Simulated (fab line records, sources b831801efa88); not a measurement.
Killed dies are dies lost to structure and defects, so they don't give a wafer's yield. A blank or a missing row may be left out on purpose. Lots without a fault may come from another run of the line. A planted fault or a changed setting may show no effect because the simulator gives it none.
fab line records | flow sfq_line | part 2 of 2: steps 29 to 40 of 40
record lots=5 wafers=15 last_day=81
route steps=325 shown JJ@197 M5@198 A5B@209 R5@212 I5@228
lots that met no fault: from a run of the same line without faults
start_h: hours from the record's first day to the start of the lot's first wafer shown | wait_h: hours since the lot's step before | " the same as in the row above | L1.1+2: a row that stands for several wafers | - no value, or no start given | * or withheld: withheld | < > ~ a bound
route shown NAME@n: a module of which the file shows steps, and the number in the route of the first | usual: mean/standard deviation of fault-free wafers | same: alike in all rows | chamber/n: place in a boat | sites: the reading at each site | _std_site: their standard deviation | _edge_site: outer sites' mean less inner sites' | radius_mm: how far each site lies from the wafer's centre | mask NAME#n: copy n | behind: the tool/chamber that last shaped the wafer | hold: why the lot was held/for how many hours/how that ended | device: the transistor (n, p or np) that didn't switch | end of line: the same wafers' tests at the end of the route | a step without rows: its recipe alone | killed: dies lost to structure and defects at the first sort, not the wafer's yield | map: a wafer's dies, x killed, . not, _ none there
set.NAME: the setting as run; set.NAME@STEP: as run at that earlier step | model.NAME: the simulator's own value behind a step, which no gauge read
lots at some steps of the route; a table a step, a row a wafer
services: from which hour (start_h, from the record's first day; less than 0 if before it) a tool's chamber was out of use, for how many hours, and why
## steps
# step SFQ_TRILAYER_R5_ETCH_METAL_ETCH_139
# recipe stop_on=SiO2 mask_material=PR chemistry=Cl2 target_depth_nm=60 icp_w=600 bias_w=80 pressure_mtorr=10 time_s=40
# usual drypump_motor_current_A=5.9/0.3 he_backside_leak_sccm=3.43/0.18 oes_product_au=0.991/0.0057
# same time_s=40
# columns lot.wafer tool chamber start_h wait_h drypump_motor_current_A he_backside_leak_sccm oes_product_au rf_hours_counter_h
L077.2 rie_metal-04 0 1111.82 0.0 6.3 3.17 0.995 77
L077.3 " 1 " " 5.7 3.30 0.985 -
L077.4 " 0 " " 6.3 3.22 0.991 -
L085.2 rie_metal-04 0 1187.34 0.0 6.3 3.38 0.996 88
L085.3 " 1 " " 5.7 3.32 0.989 -
L085.6 " 1 " " 5.7 3.31 0.993 -
L087.2 rie_metal-04 0 1449.91 0.0 6.3 3.51 0.998 130
L087.5 " 0 " " 6.3 3.64 1.000 -
L087.6 " 1 " " 5.7 3.31 0.993 -
L088.3 rie_metal-04 1 1456.25 0.0 5.7 3.49 0.996 -
L088.4 " 0 " " 6.3 3.30 0.996 -
L088.5 " 1 " " 5.7 3.33 0.990 -
L096.2 rie_metal-01 1 1545.79 0.0 5.7 3.31 0.992 116
L096.3 " 1 " " 5.7 3.52 0.991 -
L096.6 " 0 " " 5.8 3.49 0.992 -
# step SFQ_TRILAYER_R5_STRIP_STRIP_140
# recipe gas=O2 power_w=200 platen_temp_c=40 overash_fraction=0.65 chemistry=O2 pressure_mtorr=50
# usual drypump_motor_current_A=5.9/0.31 he_backside_leak_sccm=3.45/0.3 oes_product_au=1.002/0.0097
# same overash_fraction=0.65
# columns lot.wafer tool chamber start_h wait_h drypump_motor_current_A he_backside_leak_sccm oes_product_au rf_hours_counter_h
L077.2 rie_metal-04 0 1111.88 0.0 6.3 3.38 1.015 77
L077.3 " 1 " " 5.7 3.18 0.987 -
L077.4 " 0 " " 6.3 3.38 1.008 -
L085.2 rie_metal-04 0 1187.40 0.0 6.3 3.38 1.011 88
L085.3 " 1 " " 5.7 3.35 0.999 -
L085.6 " 1 " " 5.7 3.50 1.002 -
L087.2 rie_metal-04 0 1449.97 0.0 6.3 3.19 1.010 130
L087.5 " 0 " " 6.3 3.41 1.000 -
L087.6 " 1 " " 5.7 3.71 1.003 -
L088.3 rie_metal-04 1 1456.49 0.2 5.7 3.34 1.007 -
L088.4 " 0 " " 6.3 3.66 1.003 -
L088.5 " 1 " " 5.7 3.26 1.002 -
L096.2 rie_metal-01 1 1545.85 0.0 5.7 3.31 0.997 116
L096.3 " 1 " " 5.7 3.36 0.993 -
L096.6 " 0 " " 5.8 3.45 1.016 -
# step SFQ_TRILAYER_R5_STRIP_SOLV_CLEAN_141
# recipe chemistry=NMP temp_c=70 time_s=600
# same time_s=600
# columns lot.wafer tool chamber start_h wait_h
L077.2+3+4 wet_bench-04 4,7,5 1112.48 0.4
L085.2+3+6 wet_bench-04 0,7,6 1188.00 0.4
L087.2+5+6 wet_bench-02 3,4,5 1450.57 0.4
L088.3+4+5 wet_bench-01 5,3,7 1456.89 0.2
L096.2+3+6 wet_bench-04 4,1,5 1546.45 0.4
# step SFQ_TRILAYER_A5C_DEP_PECVD_142
# recipe material=SiO2 temp_c=150 time_s=15.556 pressure_torr=2.4 rf_w=183.3 precursor=SiH4/N2O target_thk_nm=70
# usual heater_power_w=83/9.6 throttle_valve_pct=24.1/1
# same time_s=15.556
# columns lot.wafer tool chamber start_h wait_h heater_power_w throttle_valve_pct
L077.2 pecvd-03 0 1112.66 0.0 90 24.6
L077.3 " 2 " " 94 23.3
L077.4 " 2 " " 93 22.6
L085.2 pecvd-02 2 1188.17 0.0 70 24.7
L085.3 " 0 " " 77 23.9
L085.6 " 0 " " 76 24.3
L087.2 pecvd-03 1 1450.74 0.0 80 23.5
L087.5 " 1 " " 79 23.7
L087.6 " 2 " " 90 23.7
L088.3 pecvd-04 0 1457.08 0.0 102 23.3
L088.4 " 2 " " 84 22.4
L088.5 " 1 " " 70 23.7
L096.2 pecvd-03 0 1546.63 0.0 88 25.3
L096.3 " 2 " " 82 23.7
L096.6 " 2 " " 87 24.1
# step SFQ_TRILAYER_I5_LITHO_COAT_149
# recipe resist=BARC spin_rpm=3000 resist_thk_nm=62
# columns lot.wafer tool chamber start_h wait_h
L077.2+3+4 litho_track-03 0 1112.98 0.3
L085.2+3+6 litho_track-03 0 1188.25 0.1
L087.2+5+6 litho_track-02 0 1450.82 0.1
L088.3+4+5 litho_track-04 0 1457.21 0.1
L096.2+3+6 litho_track-03 0 1546.70 0.1
# step SFQ_TRILAYER_I5_LITHO_COAT_144
# recipe resist=KrF spin_rpm=3000 resist_thk_nm=650
# columns lot.wafer tool chamber start_h wait_h
L077.2+3+4 litho_track-03 0 1113.28 0.2
L085.2+3+6 litho_track-03 0 1188.55 0.2
L087.2+5+6 litho_track-02 0 1451.12 0.2
L088.3+4+5 litho_track-04 0 1457.51 0.2
L096.2+3+6 litho_track-03 0 1547.00 0.2
# step SFQ_TRILAYER_I5_LITHO_SOFTBAKE_148
# recipe temp_c=withheld time_s=withheld resist=KrF
# columns lot.wafer tool chamber start_h wait_h
L077.2+3+4 litho_track-03 0 1113.55 0.2
L085.2+3+6 litho_track-03 0 1188.82 0.2
L087.2+5+6 litho_track-02 0 1451.39 0.2
L088.3+4+5 litho_track-04 0 1457.76 0.2
L096.2+3+6 litho_track-03 0 1547.28 0.2
# step SFQ_TRILAYER_I5_LITHO_EXPOSE_145
# recipe mask_id=I5 na=0.6 source_shape=conventional sigma_outer=0.65 target_cd_nm=700 dose_mj=21.3
# columns lot.wafer tool chamber start_h wait_h mask
L077.2+3+4 krf_scanner-02 0 1238.74 - I5#0
L085.2+3+6 krf_scanner-01 0 1299.00 - I5#0
L087.2+5+6 krf_scanner-01 0 1461.47 - I5#0
L088.3+4+5 krf_scanner-01 0 1462.87 - I5#0
L096.2+3+6 krf_scanner-02 0 1639.42 - I5#0
# step SFQ_TRILAYER_I5_LITHO_PEB_147
# recipe peb_temp_c=115 peb_time_s=60 resist=KrF
# columns lot.wafer tool chamber start_h wait_h
L077.2+3+4 litho_track-04 0 1239.77 0.8
L085.2+3+6 litho_track-03 0 1300.03 0.8
L087.2+5+6 litho_track-03 0 1462.50 0.8
L088.3+4+5 litho_track-04 0 1463.72 0.7
L096.2+3+6 litho_track-04 0 1640.44 0.8
# step SFQ_TRILAYER_I5_LITHO_DEVELOP_146
# recipe time_s=60 resist=KrF
# same time_s=60
# columns lot.wafer tool chamber start_h wait_h
L077.2+3+4 litho_track-04 0 1239.92 0.1
L085.2+3+6 litho_track-03 0 1300.18 0.1
L087.2+5+6 litho_track-03 0 1462.65 0.1
L088.3+4+5 litho_track-04 0 1463.87 0.1
L096.2+3+6 litho_track-04 0 1640.59 0.1
# step SFQ_I5_OVL_MEAS_936
# usual I5_OVL=1/5.6
# columns lot.wafer tool chamber start_h wait_h I5_OVL[nm]
L077.2 overlay-01 - 1240.05 0.1 10
L077.3 " - " " 7
L077.4 " - " " 3
L085.2 overlay-02 - 1300.31 0.1 -1
L085.3 " - " " 2
L085.6 " - " " 0
L087.2 overlay-02 - 1462.78 0.1 6
L087.5 " - " " -1
L087.6 " - " " 6
L088.3 overlay-01 - 1463.99 0.1 -6
L088.4 " - " " -6
L088.5 " - " " -1
L096.2 overlay-01 - 1640.72 0.1 1
L096.3 " - " " -1
L096.6 " - " " -5
# step SFQ_TRILAYER_I5_BARC_OPEN_VIA_ETCH_200
# recipe mask_material=PR chemistry=O2 target_depth_nm=125 target=BARC source_w=500 bias_w=80 pressure_mtorr=30 time_s=41.7
# usual drypump_motor_current_A=5.7/0.62 oes_product_au=0.685/0.0048
# same time_s=41.7
# columns lot.wafer tool chamber start_h wait_h drypump_motor_current_A oes_product_au rf_hours_counter_h
L077.2 rie_diel-01 0 1240.08 0.0 6.6 0.691 14
L077.3 " 3 " " 4.9 0.702 8
L077.4 " 2 " " 5.1 0.686 16
L085.2 rie_diel-01 1 1300.34 0.0 4.8 0.689 13
L085.3 " 0 " " 6.6 0.686 15
L085.6 " 3 " " 4.9 0.685 -
L087.2 rie_diel-04 1 1462.81 0.0 5.4 0.683 14
L087.5 " 3 " " 5.5 0.682 -
L087.6 " 1 " " 5.4 0.680 -
L088.3 rie_diel-03 1 1464.01 0.0 5.6 0.673 20
L088.4 " 1 " " 5.6 0.680 -
L088.5 " 0 " " 6.4 0.693 -
L096.2 rie_diel-04 1 1640.75 0.0 5.4 0.691 17
L096.3 " 2 " " 6.1 0.681 18
L096.6 " 1 " " 5.4 0.681 -
## services
# columns tool chamber start_h hours kind
krf_scanner-01 - 1009.83 4.4 pm
rie_metal-01 - 1037.22 4.5 repair
krf_scanner-01 - 1041.56 1.3 pm
krf_scanner-01 - 1072.48 1.0 pm
krf_scanner-01 - 1077.08 0.8 pm
krf_scanner-01 - 1091.07 0.6 repair
krf_scanner-01 - 1194.90 0.7 repair
krf_scanner-01 - 1217.99 1.3 pm
krf_scanner-01 - 1240.59 1.0 pm
krf_scanner-01 - 1245.59 0.8 pm
rie_metal-01 1 1255.69 4.8 repair
rie_metal-04 - 1313.00 1.2 repair
krf_scanner-01 - 1393.60 1.3 pm
krf_scanner-01 - 1409.87 1.0 pm
rie_metal-01 - 1422.01 0.2 repair
rie_metal-01 - 1440.84 1.4 pm
krf_scanner-01 - 1561.00 4.0 pm
krf_scanner-01 - 1569.26 1.3 pm
rie_metal-04 - 1576.27 0.4 repair
krf_scanner-01 - 1578.32 1.0 pm
krf_scanner-01 - 1582.85 0.8 pm
krf_scanner-01 - 1610.09 0.3 repair
krf_scanner-01 - 1630.03 0.1 repair
rie_metal-01 - 1634.47 2.8 pm
